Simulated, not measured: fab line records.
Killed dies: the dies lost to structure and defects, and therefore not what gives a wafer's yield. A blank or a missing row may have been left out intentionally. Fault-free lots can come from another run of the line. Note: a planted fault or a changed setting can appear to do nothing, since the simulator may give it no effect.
Which of the tools did it? ; flow gf180mcu ; Sampling: 14 lots, 42 wafers, 4 of 602 route steps

== WHAT THE GAUGES READ, wafer by wafer ==
GF_M2_CD_MEAS_14: target cd 280 nm. Usual: cd_nm reads 279.3 nm (standard deviation 1.1).
lot;measured;on;cd_nm (nm);flag
L346;day 19 13:55;cd_sem-02;278.0 277.9 279.4;
L348;day 20 06:11;cd_sem-01;280.1 280.8 281.7;
L349;day 20 13:50;cd_sem-01;279.1 280.7 280.0;
L352;day 21 10:53;cd_sem-02;279.2 279.8 279.9;
L353;day 21 23:00;cd_sem-01;279.0 278.8 279.0;
L354;day 22 05:04;cd_sem-01;279.6 279.0 279.4;
L356;day 22 19:20;cd_sem-01;279.8 279.5 279.7;
L358;day 23 13:52;cd_sem-01;279.4 278.2 279.5;
L359;day 24 04:48;cd_sem-02;280.3 281.2 281.8;
L364;day 25 14:46;cd_sem-01;280.1 280.3 278.9;
L366;day 26 07:11;cd_sem-02;277.9 278.4 278.2;
L367;day 26 11:58;cd_sem-01;277.5 277.6 277.7;
L368;day 26 21:13;cd_sem-02;280.3 280.2 280.3;
L369;day 26 22:56;cd_sem-02;276.8 277.7 278.0;

GF_V2_THK_MEAS_03. Usual: for V2_CVD_02_THK the level is 849 nm and the standard deviation is 16.
lot;measured;on;V2_CVD_02_THK (nm);flag
L346;day 19 14:58;film_metro-04;835 825 855;
L348;day 20 07:19;film_metro-01;851 872 864;
L349;day 20 15:17;film_metro-01;856 875 856;
L352;day 21 11:53;film_metro-04;861 857 862;
L353;day 22 00:03;film_metro-03;813 834 822;
L354;day 22 06:10;film_metro-03;870 852 856;
L356;day 22 20:31;film_metro-01;838 821 837;
L358;day 23 15:06;film_metro-01;843 823 855;
L359;day 24 05:52;film_metro-04;828 848 842;
L364;day 25 15:47;film_metro-03;844 849 853;
L366;day 26 08:13;film_metro-04;870 872 861;
L367;day 26 13:03;film_metro-04;854 850 851;
L368;day 26 22:16;film_metro-01;863 843 843;
L369;day 26 23:59;film_metro-04;850 835 870;

== TOOL THAT RAN EACH LOT (tool first, then ch and the chambers of the sampled wafers, then the start) ==
lot;GF_VT_IMPLANT_STRIP_31;GF_M2_SPUTTER_01
L346;plasma_asher-04 ch 0, day 7 02:17;pvd_sputter-04, day 18 13:32
L348;plasma_asher-02 ch 0,1, day 7 12:43;pvd_sputter-04, day 19 06:02
L349;plasma_asher-02 ch 0,1, day 7 17:59;pvd_sputter-04, day 19 13:40
L352;plasma_asher-01 ch 0,1, day 8 11:08;pvd_sputter-03, day 20 10:58
L353;plasma_asher-02 ch 0,1, day 8 19:53;pvd_sputter-04, day 20 23:11
L354;plasma_asher-02 ch 0,1, day 9 00:50;pvd_sputter-03, day 21 05:16
L356;plasma_asher-02 ch 0,1, day 9 13:44;pvd_sputter-02, day 21 19:55
L358;plasma_asher-02 ch 1, day 10 01:35;pvd_sputter-03, day 22 14:55
L359;plasma_asher-04 ch 0,1, day 10 12:08;pvd_sputter-02, day 23 06:17
L364;plasma_asher-04 ch 0,1, day 11 17:13;pvd_sputter-03, day 24 17:18
L366;plasma_asher-04 ch 0,1, day 12 08:58;pvd_sputter-02, day 25 10:08
L367;plasma_asher-01 ch 0, day 12 12:59;pvd_sputter-04, day 25 14:38
L368;plasma_asher-04 ch 0,1, day 12 23:11;pvd_sputter-04, day 26 00:47
L369;plasma_asher-04 ch 0,1, day 13 02:38;pvd_sputter-02, day 26 01:41
- GF_VT_IMPLANT_STRIP_31: strips in O2/N2.
- GF_M2_SPUTTER_01: material TiN, target thk 30 nm, time 25 s.

== AS READ BY THE TOOLS THEMSELVES (means over the sampled wafers that have a number; for cases with no such wafer, the mark the record gives instead) ==
GF_VT_IMPLANT_STRIP_31. Usual: chamber_pressure_mTorr 1500.1 mTorr, standard deviation 1.4; drypump_motor_current_A 5.9 A, standard deviation 0.33; heater_power_w 354 W, standard deviation 44; oes_product_au 0.716 a.u., standard deviation 0.004; strip_time_to_endpoint_s 12.63 s, standard deviation 0.033.
lot;tool;chamber_pressure_mTorr (mTorr);drypump_motor_current_A (A);heater_power_w (W);oes_product_au (a.u.);strip_time_to_endpoint_s (s);flag
L346;plasma_asher-04;1499.1;6.3;393;0.720;12.61;
L348;plasma_asher-02;1500.4;5.8;349;0.721;12.62;
L349;plasma_asher-02;1499.8;5.8;355;0.720;12.59;
L352;plasma_asher-01;1499.1;6.1;363;0.714;12.62;
L353;plasma_asher-02;1500.1;5.7;346;0.720;12.64;
L354;plasma_asher-02;1499.2;5.8;378;0.718;12.70;
L356;plasma_asher-02;1201.4;5.8;381;0.678;13.60;OFF
L358;plasma_asher-02;1200.2;5.8;325;0.676;13.60;OFF
L359;plasma_asher-04;1501.8;6.0;360;0.715;12.57;
L364;plasma_asher-04;1499.9;6.0;362;0.715;12.63;
L366;plasma_asher-04;1499.7;6.0;368;0.716;12.67;
L367;plasma_asher-01;1500.0;6.4;377;0.712;12.65;
L368;plasma_asher-04;1499.7;5.7;326;0.717;12.63;
L369;plasma_asher-04;1500.0;5.8;328;0.713;12.63;

GF_M2_SPUTTER_01. Usual: cathode_dc_power_W 6500.1 W, standard deviation 1.2; throttle_valve_pct 30.3 %, standard deviation 1.1.
lot;tool;cathode_dc_power_W (W);throttle_valve_pct (%);flag
L346;pvd_sputter-04;6498.7;30.6;
L348;pvd_sputter-04;6499.8;31.0;
L349;pvd_sputter-04;6501.7;31.2;
L352;pvd_sputter-03;6502.1;29.0;
L353;pvd_sputter-04;6500.7;30.0;
L354;pvd_sputter-03;6500.4;30.6;
L356;pvd_sputter-02;6501.0;31.2;
L358;pvd_sputter-03;6500.3;30.5;
L359;pvd_sputter-02;6500.3;30.7;
L364;pvd_sputter-03;6500.4;29.4;
L366;pvd_sputter-02;6498.9;30.7;
L367;pvd_sputter-04;6498.9;30.5;
L368;pvd_sputter-04;6499.9;29.6;
L369;pvd_sputter-02;6498.7;30.7;

== THE ANSWER, worked out from the rows above alone ==
Rule: lot off if the mean of its wafers having a number is beyond 3 standard deviations from the usual mean. A lot without any number at a reading at which 4 lots or more have one is off too. Any other lot the step has rows for is counted as sound. First the gauges in route order, then the tools' own readings, where a lot's mean is used as printed above. At the first step where some lot is off, the reading lying furthest off is the one used; lots without a number count as furthest.
Off, at GF_VT_IMPLANT_STRIP_31 on chamber_pressure_mTorr: L356, L358.
If a tool, at that step or one of the process steps before it, ran each lot that is off and ran no sound lot following the first of them, it fits. One candidate fits, namely plasma_asher-02 at GF_VT_IMPLANT_STRIP_31. A fault onset in the window from L354 (day 9 00:50, its last sound lot) to L356 (day 9 13:44, its first lot off) fits.
The tool's own readings at GF_VT_IMPLANT_STRIP_31 bear it out: on the lots that are off they differ by more than 5 times the standard deviation of the sound lots' means. chamber_pressure_mTorr reads 1200.8 mTorr there against 1499.9 mTorr on the sound lots; oes_product_au reads 0.677 a.u. there against 0.717 a.u. on the sound lots; strip_time_to_endpoint_s reads 13.60 s there against 12.63 s on the sound lots.

== WHAT THE SIMULATOR HAD PUT IN ==
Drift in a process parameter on plasma_asher-02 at GF_VT_IMPLANT_STRIP_31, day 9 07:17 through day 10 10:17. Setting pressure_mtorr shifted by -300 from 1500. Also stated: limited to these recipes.
Shown lots that were struck: L356, L358. This agrees with what the rule above found.
